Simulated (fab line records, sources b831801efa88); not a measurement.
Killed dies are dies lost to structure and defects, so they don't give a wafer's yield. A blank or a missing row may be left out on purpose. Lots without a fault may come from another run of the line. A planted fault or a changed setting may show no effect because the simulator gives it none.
Problem report in the 8D (eight disciplines) form, filled by code | flow gf180mcu | the parts of the form that need people (team, actions taken, sign-off) are left out

1. THE PROBLEM
NSD_TW at GF_NSD_TW_MEAS_12 reads a mean of 4499 on 6 wafers of 2 lots; wafers without a fault read 4249 with a standard deviation of 31. That is +8.1 standard deviations from the usual mean.
First seen on wafer L193.2, day 20 08:41, on film_metro-02. The record holds 30 wafers of 10 lots with a number at this step. Rule for "out", or "out of limits": more than 4 standard deviations from the usual mean. The other wafers with a number count as sound.

2. WHAT IT IS AND WHAT IT IS NOT
question                    | is                           | is not
which readings at this step | NSD_TW                       | -
which lots                  | L193, L194                   | L176, L177, L184, L187, L188, L192, L195, L196
which wafers of those lots  | all that have a number       | -
read on which gauges        | film_metro-01, film_metro-02 | film_metro-04
when                        | from day 20 08:41            | up to then (18 sound wafers); but 6 sound wafers of L195, L196 came after

3. SUSPECTS, AND WHAT RULES EACH OUT
Counting: a tool at a process step up to the reading stays a suspect if it ran every lot that is out and no sound lot after the first of them.
- the gauge at GF_NSD_TW_MEAS_12: ruled out. The wafers that are out were read on 2 gauges (film_metro-01, film_metro-02).
- implanter-02 at GF_NSD_IMPLANT_09: kept. It ran every lot that is out, first L193 (day 20 08:18), and no sound lot after that; its last sound lot up to then is L192 (day 19 23:38). Its own readings are out on those wafers: beam_energy_keV.
- plasma_asher-03 at GF_NSD_STRIP_11 (strips in O2/N2): ruled out as a lasting fault. Sound lots L195 ran on it after its first lot that is out, L193 (day 20 08:34).
Left after counting: implanter-02 at GF_NSD_IMPLANT_09.

4. THE CAUSE (what the simulator had put in)
Process parameter drift: implanter-02, from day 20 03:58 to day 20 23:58, at GF_NSD_IMPLANT_09. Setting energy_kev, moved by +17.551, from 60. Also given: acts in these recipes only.
Counting left only this tool.

5. THE CHAIN OF EFFECTS, in route order
Each row: a reading whose mean over the struck wafers that have a number lies more than 3 standard deviations from the usual. Only readings for which the record gives a usual standard deviation are gone through. hours: the time from each lot's start at the first step in this table that gives one to its start at this step, as a median over the lots. sigmas: the change in usual standard deviations.
hours | step              | reading                  | usual        | on struck wafers | change  | sigmas
0     | GF_NSD_IMPLANT_09 | beam_energy_keV          | 59.997       | 77.554           | +17.557 | +99 or more
0     | GF_NSD_STRIP_11   | oes_product_au           | 0.487 a.u.   | 0.463            | -0.024  | -5.1
0     | GF_NSD_STRIP_11   | strip_time_to_endpoint_s | 22.951 s     | 25.404           | +2.453  | +85
0     | GF_NSD_TW_MEAS_12 | NSD_TW                   | 4249         | 4499             | +250    | +8.1
25    | GF_PSD_RS_MEAS_14 | NSD_RS                   | 46.10 ohm/sq | 41.65            | -4.45   | -46
The process steps in it:
- GF_NSD_IMPLANT_09
- GF_NSD_STRIP_11: strips in O2/N2.
Readings that are blank on the struck wafers while sound wafers have them: end_station_pressure_torr at GF_NSD_IMPLANT_09.

6. WHAT WOULD HAVE CAUGHT IT SOONER
In this record the first reading out of limits at a measuring or inspecting step was taken at day 20 08:41, 5 hours after the fault began at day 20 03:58.
The tool's own readings at GF_NSD_IMPLANT_09 were out on every struck wafer that the step has a row for (beam_energy_keV): an alarm limit on them would have fired on the first of those.
Of the lots that are out (2), L194 began GF_NSD_IMPLANT_09 on implanter-02 after day 20 08:41. A hold on the tool at that time would have spared it.
